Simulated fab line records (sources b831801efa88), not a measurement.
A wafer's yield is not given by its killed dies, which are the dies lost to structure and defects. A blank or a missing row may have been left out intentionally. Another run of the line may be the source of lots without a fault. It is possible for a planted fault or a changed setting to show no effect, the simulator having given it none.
fab line records ; flow sky130
record: lots: 6; wafers: 16; last-day: 51
route steps=708 shown LOCAL_INTERCONNECT@405 CONTACT@406 PAD_OPEN@708
lots untouched by any fault: they come from a run of this same line in which no faults occurred
start-h: hours from the record's first day to the start of the lot's first wafer shown ; wait-h: time in hours since the lot's previous step ; " identical to the entry in the row above ; L1.1+2: several wafers, shown together as one row ; - no value present, or no start provided ; * or withheld: withheld ; < > ~ a bound
route shown NAME@n: a module of which the file shows steps, and the number in the route of the first ; usual: the fault-free wafers' mean and standard deviation ; same: alike in all rows ; chamber/n: place in a boat ; sites: readings site by site ; _std_site: the values' standard deviation ; _edge_site: outer sites' mean less inner sites' ; radius-mm: how far each site lies from the wafer's centre ; mask NAME#n: copy n ; behind: the last tool/chamber to shape the wafer ; hold: reason for holding the lot/hours on hold/outcome of the hold ; device: names the non-switching transistor (n, p or np) ; end of line: tests run on the same wafers once the route is complete ; a step given without rows: its recipe and nothing more ; killed: not the wafer's yield, but the dies lost to structure and defects at the first sort ; map: per-die view of a wafer (x killed, . not killed, _ where there is no die)
set.NAME: setting as actually run; set.NAME@STEP: the setting as run at that earlier step ; model.NAME: the simulator's own value behind a step, which no gauge read
lots seen at some steps along the route; tables by step, rows by wafer
services: when a tool's chamber went out of use (start-h, in hours from the record's first day, below 0 if earlier), for how many hours, and the reason
== steps ==
step: SKY_LOCAL_INTERCONNECT_CLEAN_18
recipe: chemistry: O3/DIW; dry: n2-spin
step: SKY_CONTACT_CVD_00
recipe: material: Si3N4; target-thk-nm: 75; temp-c: 400; time-s: withheld; rf-w: 450
usual: heater-power-w: 649/72; rf-fwd-power-W: 445.4/2.4
lot.wafer;tool;chamber;start-h;wait-h;heater-power-w;rf-fwd-power-W
L239.1;pecvd-02;0;813.80;0.0;581;445.8
L239.2;pecvd-02;1;813.80;0.0;609;450.0
L239.5;pecvd-02;1;813.80;0.0;616;450.0
L249.5;pecvd-02;1;879.23;0.0;512;446.6
L249.6;pecvd-02;0;879.23;0.0;608;444.1
L248.1;pecvd-03;0;881.51;0.0;752;441.3
L248.6;pecvd-03;1;881.51;0.0;744;444.5
L250.3;pecvd-03;2;891.35;0.0;630;445.0
L250.4;pecvd-03;2;891.35;0.0;644;446.0
L250.5;pecvd-03;1;891.35;0.0;778;442.2
L251.2;pecvd-02;1;892.53;0.0;533;447.5
L251.4;pecvd-02;0;892.53;0.0;675;444.7
L251.5;pecvd-02;1;892.53;0.0;539;447.4
L252.1;pecvd-04;1;898.90;0.0;722;443.0
L252.2;pecvd-04;0;898.90;0.0;770;447.9
L252.3;pecvd-04;2;898.90;0.0;573;447.5
step: SKY_CONTACT_THK_MEAS_01
recipe: reads: Si3N4_of_CONTACT_CVD_00
usual: CONTACT_CVD_00_THK: 75.0/0.95
lot.wafer;tool;chamber;start-h;wait-h;CONTACT_CVD_00_THK[nm]
L239.1;film-metro-04;-;813.83;-;75.2
L239.2;film-metro-04;-;813.83;-;75.6
L239.5;film-metro-04;-;813.83;-;76.6
L249.5;film-metro-04;-;879.29;-;75.9
L249.6;film-metro-04;-;879.29;-;75.1
L248.1;film-metro-01;-;881.54;-;74.3
L248.6;film-metro-01;-;881.54;-;74.5
L250.3;film-metro-01;-;891.41;-;74.5
L250.4;film-metro-01;-;891.41;-;76.0
L250.5;film-metro-01;-;891.41;-;75.6
L251.2;film-metro-04;-;892.57;-;75.8
L251.4;film-metro-04;-;892.57;-;75.9
L251.5;film-metro-04;-;892.57;-;76.5
L252.1;film-metro-01;-;898.93;-;73.8
L252.2;film-metro-01;-;898.93;-;74.6
L252.3;film-metro-01;-;898.93;-;76.1
step: SKY_CONTACT_HDPCVD_02
recipe: material: SiO2; target-thk-nm: 565; sigma-open-frac: 0.3; time-s: 94.2; temp-c: 600; sih4-flow-sccm: 60; pressure-mtorr: 6
step: SKY_CONTACT_THK_MEAS_03
recipe: reads: SiO2_of_CONTACT_HDPCVD_02
usual: CONTACT_HDPCVD_THK: 563/6.2
lot.wafer;tool;chamber;start-h;wait-h;CONTACT_HDPCVD_THK[nm]
L239.1;film-metro-02;-;813.96;0.0;559
L239.2;film-metro-02;-;813.96;0.0;557
L239.5;film-metro-02;-;813.96;0.0;565
L249.5;film-metro-02;-;879.42;0.0;550
L249.6;film-metro-02;-;879.42;0.0;559
L248.1;film-metro-04;-;881.67;0.0;564
L248.6;film-metro-04;-;881.67;0.0;572
L250.3;film-metro-02;-;891.57;0.1;557
L250.4;film-metro-02;-;891.57;0.1;561
L250.5;film-metro-02;-;891.57;0.1;557
L251.2;film-metro-01;-;892.73;0.1;564
L251.4;film-metro-01;-;892.73;0.1;565
L251.5;film-metro-01;-;892.73;0.1;565
L252.1;film-metro-01;-;899.06;0.0;562
L252.2;film-metro-01;-;899.06;0.0;564
L252.3;film-metro-01;-;899.06;0.0;563
step: SKY_CONTACT_CMP_04
recipe: material: SiO2; down-force-psi: 4; platen-rpm: 60; pad-velocity-m-s: 0.94248
usual: motor-current-A: 12.3/1.3; time-to-endpoint-s: 81/4.9
lot.wafer;tool;chamber;start-h;wait-h;motor-current-A;time-to-endpoint-s
L239.2;cmp-01;2;814.02;0.0;11.5;79
L239.1;cmp-01;0;814.02;0.0;11.4;74
L239.5;cmp-01;2;814.02;0.0;11.4;83
L249.6;cmp-02;0;879.64;0.2;11.0;76
L249.5;cmp-02;1;879.64;0.2;13.9;76
L248.1;cmp-01;0;881.88;0.2;11.1;78
L248.6;cmp-01;1;881.88;0.2;11.8;88
L250.3;cmp-02;3;891.61;0.0;13.8;78
L250.4;cmp-02;0;891.61;0.0;12.1;74
L250.5;cmp-02;3;891.61;0.0;13.9;79
L251.2;cmp-02;1;892.78;0.0;13.5;83
L251.4;cmp-02;3;892.78;0.0;13.9;84
L251.5;cmp-02;1;892.78;0.0;14.5;84
L252.3;cmp-01;1;899.12;0.0;12.4;84
L252.1;cmp-01;3;899.12;0.0;10.1;87
L252.2;cmp-01;0;899.12;0.0;11.3;79
step: SKY_CONTACT_BOW_MEAS_05
recipe: mode: bow
usual: CONTACT_BOW: 83/7.1
lot.wafer;tool;chamber;start-h;wait-h;CONTACT_BOW[um]
L239.1;film-metro-04;-;814.32;0.1;77
L239.2;film-metro-04;-;814.32;0.1;79
L239.5;film-metro-04;-;814.32;0.1;78
L249.5;film-metro-04;-;879.82;0.1;66
L249.6;film-metro-04;-;879.82;0.1;89
L248.1;film-metro-02;-;882.03;0.1;72
L248.6;film-metro-02;-;882.03;0.1;85
L250.3;film-metro-04;-;891.95;0.3;96
L250.4;film-metro-04;-;891.95;0.3;82
L250.5;film-metro-04;-;891.95;0.3;91
L251.2;film-metro-02;-;893.10;0.3;75
L251.4;film-metro-02;-;893.10;0.3;86
L251.5;film-metro-02;-;893.10;0.3;89
L252.1;film-metro-04;-;899.42;0.1;74
L252.2;film-metro-04;-;899.42;0.1;81
L252.3;film-metro-04;-;899.42;0.1;85
step: SKY_CONTACT_DEHYDRATE_06
recipe: temp-c: 200; time-s: 60
step: SKY_CONTACT_HMDS_07
recipe: prime-time-s: 60; prime-temp-c: 120
step: SKY_CONTACT_COAT_08
recipe: resist: BARC; temp-c: withheld; time-s: withheld; spin-rpm: 3000; resist-thk-nm: 60
step: SKY_CONTACT_COAT_09
recipe: resist: KrF-thick; spin-rpm: 3000; resist-thk-nm: 450
step: SKY_CONTACT_SOFTBAKE_10
recipe: temp-c: 100; time-s: 90; resist: KrF-thick
step: SKY_CONTACT_EXPOSE_11
recipe: mask-id: CTM1; na: 0.8; source-shape: annular; sigma-inner: 0.55; sigma-outer: 0.85; target-cd-nm: 170; dose-mj: 38
lot.wafer;tool;chamber;start-h;wait-h;mask
L239.1+2+5;krf-scanner-01;0;827.71;-;CTM1#0
L249.5+6;krf-scanner-01;0;892.93;-;CTM1#0
L248.1+6;krf-scanner-01;0;895.40;-;CTM1#0
L250.3+4+5;krf-scanner-02;0;905.01;-;CTM1#0
L251.2+4+5;krf-scanner-02;0;906.32;-;CTM1#0
L252.1+2+3;krf-scanner-02;0;912.46;-;CTM1#0
step: SKY_CONTACT_PEB_12
recipe: peb-temp-c: withheld; peb-time-s: withheld; resist: KrF-thick
step: SKY_CONTACT_DEVELOP_13
recipe: develop-time-s: 60; resist: KrF-thick; dev-temp-c: 21
step: SKY_CONTACT_CD_MEAS_14
recipe: target-cd-nm: 170
usual: cd-nm: 170.1/1.5
lot.wafer;tool;chamber;start-h;wait-h;cd-nm
L239.1;cd-sem-01;-;840.86;-;170.2
L239.2;cd-sem-01;-;840.86;-;171.6
L239.5;cd-sem-01;-;840.86;-;170.6
L249.5;cd-sem-01;-;905.68;-;154.3
L249.6;cd-sem-01;-;905.68;-;153.1
L248.1;cd-sem-01;-;907.95;-;168.0
L248.6;cd-sem-01;-;907.95;-;151.2
L250.3;cd-sem-01;-;917.81;-;166.9
L250.4;cd-sem-01;-;917.81;-;167.0
L250.5;cd-sem-01;-;917.81;-;167.8
L251.2;cd-sem-01;-;918.62;-;171.4
L251.4;cd-sem-01;-;918.62;-;172.3
L251.5;cd-sem-01;-;918.62;-;171.0
L252.1;cd-sem-01;-;925.36;-;170.8
L252.2;cd-sem-01;-;925.36;-;171.0
L252.3;cd-sem-01;-;925.36;-;170.2
step: SKY_CONTACT_OVL_MEAS_15
usual: CONTACT_OVL: -1/5.3
lot.wafer;tool;chamber;start-h;wait-h;CONTACT_OVL[nm]
L239.1;overlay-01;-;840.98;0.1;5
L239.2;overlay-01;-;840.98;0.1;-2
L239.5;overlay-01;-;840.98;0.1;13
L249.5;overlay-01;-;905.75;0.0;0
L249.6;overlay-01;-;905.75;0.0;-15
L248.1;overlay-01;-;908.07;0.1;-2
L248.6;overlay-01;-;908.07;0.1;0
L250.3;overlay-01;-;917.90;0.1;-1
L250.4;overlay-01;-;917.90;0.1;-10
L250.5;overlay-01;-;917.90;0.1;-2
L251.2;overlay-01;-;918.72;0.1;5
L251.4;overlay-01;-;918.72;0.1;2
L251.5;overlay-01;-;918.72;0.1;-1
L252.1;overlay-02;-;925.48;0.1;9
L252.2;overlay-02;-;925.48;0.1;10
L252.3;overlay-02;-;925.48;0.1;14
step: SKY_CONTACT_ETCH_16
recipe: chemistry: N2/H2; target: BARC; ion-energy-ev: 200; source-w: 500; bias-w: 100; pressure-mtorr: 30; n2-flow-sccm: 100; h2-flow-sccm: 200; stop-on: SiO2; time-s: 45.9; target-depth-a: 600
usual: drypump-motor-current-A: 5.9/0.49; oes-product-au: 0.854/0.0047; rf-fwd-power-W: 495.1/2.2; throttle-valve-pct: 13.223/0.0087
lot.wafer;tool;chamber;start-h;wait-h;drypump-motor-current-A;oes-product-au;rf-fwd-power-W;rf-hours-counter-h;throttle-valve-pct;model.CONTACT.cd-nm
L239.1;rie-diel-02;2;841.02;0.0;6.4;0.849;495.1;8;13.210;170.1
L239.2;rie-diel-02;3;841.02;0.0;5.3;0.856;490.4;9;13.231;170.8
L239.5;rie-diel-02;1;841.02;0.0;5.7;0.854;496.0;-;13.223;169.5
L249.5;rie-diel-01;1;905.78;0.0;5.8;0.847;494.8;-;13.228;153.5
L249.6;rie-diel-01;2;905.78;0.0;6.2;0.847;494.1;-;13.234;153.2
L248.1;rie-diel-01;0;908.11;0.0;5.9;0.852;496.0;12;13.215;167.8
L248.6;rie-diel-01;3;908.11;0.0;6.3;0.853;497.5;-;13.202;151.8
L250.3;rie-diel-04;1;917.92;0.0;6.5;0.850;492.9;7;13.231;167
L250.4;rie-diel-04;0;917.92;0.0;6.7;0.858;493.9;18;13.213;167.5
L250.5;rie-diel-04;3;917.92;0.0;4.9;0.854;495.1;-;13.234;167.7
L251.2;rie-diel-02;2;918.75;0.0;6.4;0.859;496.9;11;13.205;172.4
L251.4;rie-diel-02;1;918.75;0.0;5.6;0.861;494.2;5;13.225;172
L251.5;rie-diel-02;2;918.75;0.0;6.4;0.860;495.3;-;13.228;172.2
L252.1;rie-diel-01;2;925.52;0.0;6.2;0.852;496.4;7;13.237;170.7
L252.2;rie-diel-01;0;925.52;0.0;5.9;0.860;490.9;13;13.207;170.6
L252.3;rie-diel-01;1;925.52;0.0;5.8;0.849;494.6;24;13.205;169.8
step: SKY_CONTACT_ETCH_17
recipe: target: SiO2; chemistry: C4F8/O2/Ar; stop-on: Si3N4; mask-material: KrF-thick; source-w: 1500; bias-w: 1200; pressure-mtorr: 40; c4f8-flow-sccm: withheld; O2_flow_sccm: 6; Ar_flow_sccm: 300; time-s: withheld; target-depth-a: 3400
usual: oes-product-au: 0.892/0.0044; rf-fwd-power-W: 1487/6.3
lot.wafer;tool;chamber;start-h;wait-h;oes-product-au;rf-fwd-power-W
L239.1;rie-diel-02;2;841.06;0.0;0.891;1488
L239.2;rie-diel-02;3;841.06;0.0;0.896;1481
L239.5;rie-diel-02;1;841.06;0.0;0.896;1496
L249.5;rie-diel-01;1;905.83;0.0;0.893;1485
L249.6;rie-diel-01;2;905.83;0.0;0.889;1479
L248.1;rie-diel-01;0;908.15;0.0;0.886;1493
L248.6;rie-diel-01;3;908.15;0.0;0.899;1498
L250.3;rie-diel-04;1;917.96;0.0;0.891;1484
L250.4;rie-diel-04;0;917.96;0.0;0.897;1483
L250.5;rie-diel-04;3;917.96;0.0;0.889;1489
L251.2;rie-diel-02;2;918.79;0.0;0.893;1482
L251.4;rie-diel-02;1;918.79;0.0;0.897;1480
L251.5;rie-diel-02;2;918.79;0.0;0.887;1490
L252.1;rie-diel-01;2;925.56;0.0;0.895;1490
L252.2;rie-diel-01;0;925.56;0.0;0.890;1489
L252.3;rie-diel-01;1;925.56;0.0;0.894;1485
step: SKY_CONTACT_ETCH_18
recipe: target: Si3N4; chemistry: CHF3/O2; stop-on: TiN; source-w: 600; bias-w: 200; pressure-mtorr: 40; chf3-flow-sccm: 50; O2_flow_sccm: 5; time-s: 39; target-depth-a: 750
usual: O2_flow_sccm: 5.001/0.014; drypump-motor-current-A: 5.9/0.49; oes-product-au: 0.855/0.0076; rf-fwd-power-W: 593.3/2.8; throttle-valve-pct: 8.792/0.0093
lot.wafer;tool;chamber;start-h;wait-h;O2_flow_sccm;drypump-motor-current-A;oes-product-au;rf-fwd-power-W;rf-hours-counter-h;throttle-valve-pct;model.CONTACT.cd-nm
L239.1;rie-diel-02;2;-;-;5.002;6.4;0.853;593.5;8;8.800;170.4
L239.2;rie-diel-02;3;-;-;4.997;5.3;0.848;590.2;9;8.789;171
L239.5;rie-diel-02;1;-;-;5.001;5.7;0.868;590.6;-;8.799;169.4
L249.5;rie-diel-01;1;-;-;4.998;5.8;0.858;595.5;-;8.798;153.6
L249.6;rie-diel-01;2;-;-;4.993;6.2;0.852;592.2;-;8.789;153
L248.1;rie-diel-01;0;-;-;4.979;5.8;0.855;592.6;12;8.776;167.5
L248.6;rie-diel-01;3;-;-;4.988;6.3;0.853;596.7;-;8.793;152
L250.3;rie-diel-04;1;-;-;5.018;6.5;0.853;590.3;7;8.779;166.8
L250.4;rie-diel-04;0;-;-;5.014;6.6;0.861;592.8;18;8.792;167.8
L250.5;rie-diel-04;3;-;-;5.008;4.9;0.857;597.4;-;8.800;167.5
L251.2;rie-diel-02;2;-;-;4.992;6.4;0.865;597.3;11;8.793;172.8
L251.4;rie-diel-02;1;-;-;5.012;5.7;0.857;588.8;5;8.792;171.9
L251.5;rie-diel-02;2;-;-;4.998;6.4;0.871;593.5;-;8.802;172.8
L252.1;rie-diel-01;2;-;-;4.984;6.2;0.854;590.4;7;8.807;170.7
L252.2;rie-diel-01;0;-;-;5.006;5.9;0.847;594.9;13;8.795;170.4
L252.3;rie-diel-01;1;-;-;4.968;5.8;0.863;595.1;24;8.791;170.1
step: SKY_CONTACT_STRIP_19
recipe: chemistry: O2/N2; power-w: 1400; pressure-mtorr: 1500; platen-temp-c: withheld; o2-flow-sccm: 3000; n2-flow-sccm: 300; overash-fraction: 0.5
usual: drypump-motor-current-A: 6.0/0.37; oes-product-au: 0.380/0.0049; strip-time-to-endpoint-s: 3.601/0.027
lot.wafer;tool;chamber;start-h;wait-h;drypump-motor-current-A;oes-product-au;rf-hours-counter-h;strip-time-to-endpoint-s
L239.1;plasma-asher-03;1;841.15;-;6.2;0.376;70;3.600
L239.2;plasma-asher-03;0;841.15;-;5.6;0.378;70;3.630
L239.5;plasma-asher-03;1;841.15;-;6.3;0.374;-;3.656
L249.5;plasma-asher-04;1;905.96;-;6.5;0.373;-;3.576
L249.6;plasma-asher-04;0;905.96;-;5.9;0.374;-;3.559
L248.1;plasma-asher-03;0;908.24;-;5.6;0.384;77;3.602
L248.6;plasma-asher-03;0;908.24;-;5.6;0.387;-;3.625
L250.3;plasma-asher-01;1;918.09;-;6.2;0.378;-;3.656
L250.4;plasma-asher-01;0;918.09;-;5.4;0.375;-;3.560
L250.5;plasma-asher-01;0;918.09;-;5.4;0.386;-;3.590
L251.2;plasma-asher-03;0;918.88;-;5.6;0.389;78;3.629
L251.4;plasma-asher-03;1;918.88;-;6.2;0.378;-;3.581
L251.5;plasma-asher-03;0;918.88;-;5.6;0.384;-;3.596
L252.1;plasma-asher-01;1;925.65;-;6.2;0.383;53;3.612
L252.2;plasma-asher-01;0;925.65;-;5.4;0.379;53;3.620
L252.3;plasma-asher-01;1;925.65;-;6.2;0.377;-;3.621
step: SKY_PAD_OPEN_PROBE_99
usual: killed_at_M0_to_M3: 43/7; killed_at_M4_up: 3.1/1.5; killed-at-contacts: 23/4.9; killed-at-front-end: 16/3.9; killed-at-other: 0.3/0.52; killed-dies: 86/8.2; killed-on-rim: 16/3.7; killed-open: 47/6.1; killed-short: 38/5.8
same: gross-dies: 492; killed-at-back-side: 0
lot.wafer;tool;chamber;start-h;wait-h;killed_at_M0_to_M3;killed_at_M4_up;killed-at-contacts;killed-at-front-end;killed-at-other;killed-dies;killed-on-rim;killed-open;killed-short
L239.1;prober-02;-;1164.35;0.1;47;2;12;22;0;83;14;49;34
L239.2;prober-02;-;1164.40;0.1;37;3;28;16;0;84;19;56;28
L239.5;prober-02;-;1164.55;0.2;49;3;12;17;0;81;14;34;47
L249.5;prober-02;-;1208.90;0.2;38;6;24;12;0;80;18;44;34
L249.6;prober-02;-;1208.95;0.2;58;6;32;16;0;112;18;55;54
L248.6;prober-01;-;1213.71;0.2;25;5;34;16;0;80;14;40;37
L250.3;prober-02;-;1218.41;0.2;45;4;23;16;0;88;16;44;42
L250.4;prober-02;-;1218.46;0.2;39;2;23;20;0;84;10;51;33
L250.5;prober-02;-;1218.51;0.2;46;7;19;9;1;82;11;49;33
L251.2;prober-01;-;1219.60;0.1;52;4;30;12;0;98;18;65;31
L251.4;prober-01;-;1219.70;0.2;45;4;22;14;0;85;17;38;46
L251.5;prober-01;-;1219.75;0.2;41;2;28;17;0;88;16;55;32
killed by level:class
L239.1 VIA1:geometric-particle:open=10 VIA3:geometric-particle:open=9 FIELD_ISO:geometric-particle:open=8 CONTACT:geometric-particle:open=7 FIELD_ISO:geometric-particle:short=6 METAL1:geometric-particle:short=6 VIA1:geometric-particle:short=5 CONTACT:geometric-particle:short=3
L239.2 VIA1:geometric-particle:open=14 CONTACT:geometric-particle:open=12 LI_CONTACT:geometric-particle:open=8 FIELD_ISO:geometric-particle:open=5 POLY_GATE:geometric-particle:open=5 VIA2:geometric-particle:open=5 CONTACT:geometric-particle:short=4 VIA1:geometric-particle:short=4
L239.5 METAL1:geometric-particle:short=11 VIA1:geometric-particle:open=9 VIA3:geometric-particle:open=6 FIELD_ISO:geometric-particle:short=5 METAL2:geometric-particle:short=5 VIA1:geometric-particle:short=5 POLY_GATE:geometric-particle:short=4 POLY_GATE:geometric-particle:open=4
L249.5 VIA1:geometric-particle:open=11 LI_CONTACT:geometric-particle:open=7 CONTACT:geometric-particle:open=7 CONTACT:geometric-particle:short=5 VIA2:geometric-particle:open=5 METAL4:geometric-particle:short=5 FIELD_ISO:geometric-particle:open=4 METAL1:geometric-particle:short=4
L249.6 VIA1:geometric-particle:open=11 VIA2:geometric-particle:open=11 LI_CONTACT:geometric-particle:open=8 LOCAL_INTERCONNECT:geometric-particle:short=8 CONTACT:geometric-particle:open=8 METAL1:geometric-particle:short=8 VIA1:geometric-particle:short=7 VIA3:geometric-particle:open=6
L248.6 LI_CONTACT:geometric-particle:open=12 VIA1:geometric-particle:open=8 LOCAL_INTERCONNECT:geometric-particle:short=6 CONTACT:geometric-particle:open=6 CONTACT:geometric-particle:short=5 VIA2:geometric-particle:open=5 METAL4:geometric-particle:short=5 FIELD_ISO:geometric-particle:short=4
L250.3 VIA1:geometric-particle:open=14 VIA2:geometric-particle:open=6 POLY_GATE:geometric-particle:short=5 LI_CONTACT:geometric-particle:open=5 LOCAL_INTERCONNECT:geometric-particle:short=5 CONTACT:geometric-particle:open=5 METAL1:geometric-particle:short=5 VIA2:geometric-particle:short=5
L250.4 VIA1:geometric-particle:open=11 LI_CONTACT:geometric-particle:open=10 CONTACT:geometric-particle:open=8 FIELD_ISO:geometric-particle:short=7 VIA3:geometric-particle:open=6 POLY_GATE:geometric-particle:open=5 METAL1:geometric-particle:short=5 VIA1:geometric-particle:short=5
L250.5 VIA1:geometric-particle:open=16 VIA3:geometric-particle:open=8 METAL4:geometric-particle:short=5 LOCAL_INTERCONNECT:geometric-particle:open=4 LOCAL_INTERCONNECT:geometric-particle:short=4 VIA2:geometric-particle:open=4 METAL3:geometric-particle:short=4 FIELD_ISO:geometric-particle:open=3
L251.2 VIA2:geometric-particle:open=13 CONTACT:geometric-particle:open=11 VIA1:geometric-particle:open=11 LI_CONTACT:geometric-particle:open=8 VIA3:geometric-particle:open=8 CONTACT:geometric-particle:short=7 METAL1:geometric-particle:short=6 METAL1:geometric-particle:open=4
L251.4 LOCAL_INTERCONNECT:geometric-particle:short=9 VIA3:geometric-particle:open=8 FIELD_ISO:geometric-particle:open=7 VIA1:geometric-particle:open=7 METAL1:geometric-particle:short=6 CONTACT:geometric-particle:open=5 VIA1:geometric-particle:short=5 VIA2:geometric-particle:short=5
L251.5 CONTACT:geometric-particle:open=13 VIA3:geometric-particle:open=9 VIA1:geometric-particle:open=9 FIELD_ISO:geometric-particle:short=7 LI_CONTACT:geometric-particle:open=7 FIELD_ISO:geometric-particle:open=5 METAL2:geometric-particle:short=5 VIA2:geometric-particle:open=5
== services ==
tool;chamber;start-h;hours;kind
krf-scanner-01;-;801.01;0.9;repair
krf-scanner-02;-;803.41;0.6;repair
krf-scanner-01;-;814.08;1.0;pm
pecvd-02;1;817.87;1.9;repair
krf-scanner-01;-;825.83;0.8;pm
krf-scanner-01;-;828.74;3.6;pm
krf-scanner-02;-;835.47;0.8;pm
krf-scanner-02;-;846.52;1.0;pm
rie-diel-01;2;847.22;11.1;repair
krf-scanner-01;-;854.99;0.4;repair
rie-diel-04;-;867.07;2.8;pm
cmp-01;-;867.94;12.5;repair
rie-diel-02;1;871.97;12.6;repair
cmp-02;-;876.07;0.5;repair
krf-scanner-02;-;885.75;4.0;pm
rie-diel-04;1;890.49;6.2;repair
rie-diel-01;-;890.82;0.4;repair
rie-diel-04;2;891.64;1.2;repair
pecvd-02;-;899.45;0.8;repair
cmp-02;-;907.53;3.5;repair
pecvd-02;-;908.93;1.9;repair
krf-scanner-02;-;909.14;1.3;pm
cmp-01;-;915.85;4.0;pm
pecvd-02;1;924.51;18.7;repair
== key ==
first-sign: step: SKY_CONTACT_CD_MEAS_14; reading: cd-nm; direction: down; sigmas: 11; usual: 170.1; struck: 152.9
effect none on later readings
model-effect: step: SKY_CONTACT_ETCH_16; value: CONTACT.cd-nm; without: 170; struck: 152.8
model-effect: step: SKY_CONTACT_ETCH_18; value: CONTACT.cd-nm; without: 170; struck: 152.8
met-at SKY_CONTACT_EXPOSE_11
struck-wafers L248.6,L249.5,L249.6
tester-left-out L248,L249
onset-between 827.71 892.93
fault: kind: process-parameter-drift; tool: krf-scanner-01; chamber: -; onset-h: 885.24; steps: SKY_CONTACT_EXPOSE_11; channel: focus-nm; offset: 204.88; shape: step; end-h: 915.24; scope: struck-wafers-only
tester-left-out: of these lots the tester's yield and bins aren't shown, on N5 and GAA mostly nor the transistor test; their killed dies are dies lost to structure and defects alone, not to doping, threshold or leakage, so they don't give the yield
